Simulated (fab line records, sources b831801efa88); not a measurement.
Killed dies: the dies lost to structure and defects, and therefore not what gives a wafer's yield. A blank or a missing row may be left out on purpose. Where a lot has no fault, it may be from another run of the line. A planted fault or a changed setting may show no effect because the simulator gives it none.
A struck lot beside a sound one -- flow sfq-line -- 21 out of 325 route steps
Sound: the wafers L117.2, L117.3, L117.6. Struck: wafer L130.6. (L130.3, L130.4 of the same lot were not struck and are left out.) The cause comes at the end.
For every step that has rows: the tool of each side, followed by ch and its chambers, followed by its first start. Under that, the readings that differ: sound wafers -- struck wafers -- difference of the means -- sigmas: that difference in standard deviations of wafers without a fault.
alike: readings with means less than 2 such deviations apart, plus words and numbers identical on both sides. not compared: withheld readings, readings lacking a value on some wafer, bounds such as >300 that could conceal the same value, and numbers that have no deviation in the record and whose values overlap.
The two part at a step that has a row with sigmas, a row that says differs or no value, or rows on one side only. Numbers that don't overlap but have no deviation are shown without sigmas and don't part them. A reading that every wafer of one side lacks parts them only if that side has two wafers or more.

first, 5 steps without rows for these wafers: SFQ_TRILAYER_JJ_CE_LITHO_COAT_114 (resist thk 600 nm); SFQ_TRILAYER_JJ_CE_LITHO_SOFTBAKE_118; SFQ_TRILAYER_JJ_CE_LITHO_EXPOSE_115 (exposes mask J5, target cd 700 nm); SFQ_TRILAYER_JJ_CE_LITHO_PEB_117 (peb time 60 s); SFQ_TRILAYER_JJ_CE_LITHO_DEVELOP_116 (time 60 s).
SFQ_JJ_OVL_MEAS_931:
  sound on overlay-02 at day 63 08:12; struck on overlay-01 at day 69 17:46
  alike: J5_OVL
SFQ_TRILAYER_JJ_CE_METRO_MEASURE_117:
  sound on cd-sem-01 at day 63 08:26; struck on cd-sem-02 at day 69 18:11
  alike: cd-nm
SFQ_TRILAYER_JJ_CE_BARC_OPEN_RIE_150: chemistry O2, target BARC, target depth 240 nm, time 80 s.
  sound on rie-metal-03 ch 0, day 63 09:26; struck on rie-metal-04 ch 1, day 69 19:01
  alike: drypump-motor-current-A, oes-product-au
  not compared: rf-hours-counter-h
SFQ_TRILAYER_JJ_CE_ETCH_RIE_118: chemistry SF6, target Nb, stops on Al2O3, time 97.7 s, target depth 170 nm.
  sound on rie-metal-03 ch 0, day 63 09:31; struck on rie-metal-04 ch 1, day 69 19:07
  alike: drypump-motor-current-A, oes-product-au
  not compared: rf-hours-counter-h
then, 1 step without rows for these wafers: SFQ_TRILAYER_JJ_ANODIZE_ANODIZE_119.
SFQ_TRILAYER_JJ_CE_STRIP_STRIP_120: strips in O2.
  sound on rie-metal-01 ch 0,1, day 63 10:08; struck on rie-metal-03 ch 0, day 69 19:53
  alike: drypump-motor-current-A, oes-product-au
  not compared: rf-hours-counter-h
then, 1 step without rows for these wafers: SFQ_TRILAYER_JJ_CE_STRIP_SOLV_CLEAN_121 (cleans in NMP, time 600 s).
SFQ_TRILAYER_M5_LITHO_COAT_128: resist thk 62 nm.
  sound on litho-track-01 ch 0, day 63 10:57; struck on litho-track-04 ch 0, day 69 20:34
reading,sound,struck,difference,sigmas
model.BARC_of_TRILAYER_M5_LITHO_COAT_128.thk-nm (nm),62.07 62.09 62.18,78.71,+16.60,
  alike: resist-line-temp-C
then, 5 steps without rows for these wafers: SFQ_TRILAYER_M5_LITHO_COAT_123 (resist thk 600 nm); SFQ_TRILAYER_M5_LITHO_SOFTBAKE_127; SFQ_TRILAYER_M5_LITHO_EXPOSE_124 (exposes mask M5, target cd 700 nm); SFQ_TRILAYER_M5_LITHO_PEB_126 (peb time 60 s); SFQ_TRILAYER_M5_LITHO_DEVELOP_125 (time 60 s).
-- the record jumps here: 4 days lie between the struck wafers' starts before and after --
SFQ_M5_OVL_MEAS_932:
  sound on overlay-02 at day 67 21:21; struck on overlay-01 at day 73 11:19
  alike: M5_OVL
SFQ_TRILAYER_M5_BARC_OPEN_METAL_ETCH_161: etches BARC in O2, target depth 125 nm, time 41.7 s.
  sound on rie-metal-02 ch 0,1, day 67 21:23; struck on rie-metal-02 ch 1, day 73 11:22
reading,sound,struck,difference,sigmas
oes-product-au (a.u.),0.683 0.694 0.688,0.774,+0.086,+18
model.etch.depth-nm (nm),62.07 62.09 62.18,78.71,+16.60,
  alike: drypump-motor-current-A
  not compared: rf-hours-counter-h
SFQ_TRILAYER_M5_ETCH_METAL_ETCH_126: etches Nb in Cl2/BCl3, stops on SiO2, time 203.2 s, target depth 265 nm.
  sound on rie-metal-02 ch 0,1, day 67 21:26; struck on rie-metal-02 ch 1, day 73 11:28
  alike: drypump-motor-current-A, oes-product-au
  not compared: rf-hours-counter-h

## WHERE THEY PART
Within this record, at SFQ_TRILAYER_M5_BARC_OPEN_METAL_ETCH_161 only. Later steps at which nothing parts them and some readings are alike: SFQ_TRILAYER_M5_ETCH_METAL_ETCH_126.

WHY: what had been put in by the simulator
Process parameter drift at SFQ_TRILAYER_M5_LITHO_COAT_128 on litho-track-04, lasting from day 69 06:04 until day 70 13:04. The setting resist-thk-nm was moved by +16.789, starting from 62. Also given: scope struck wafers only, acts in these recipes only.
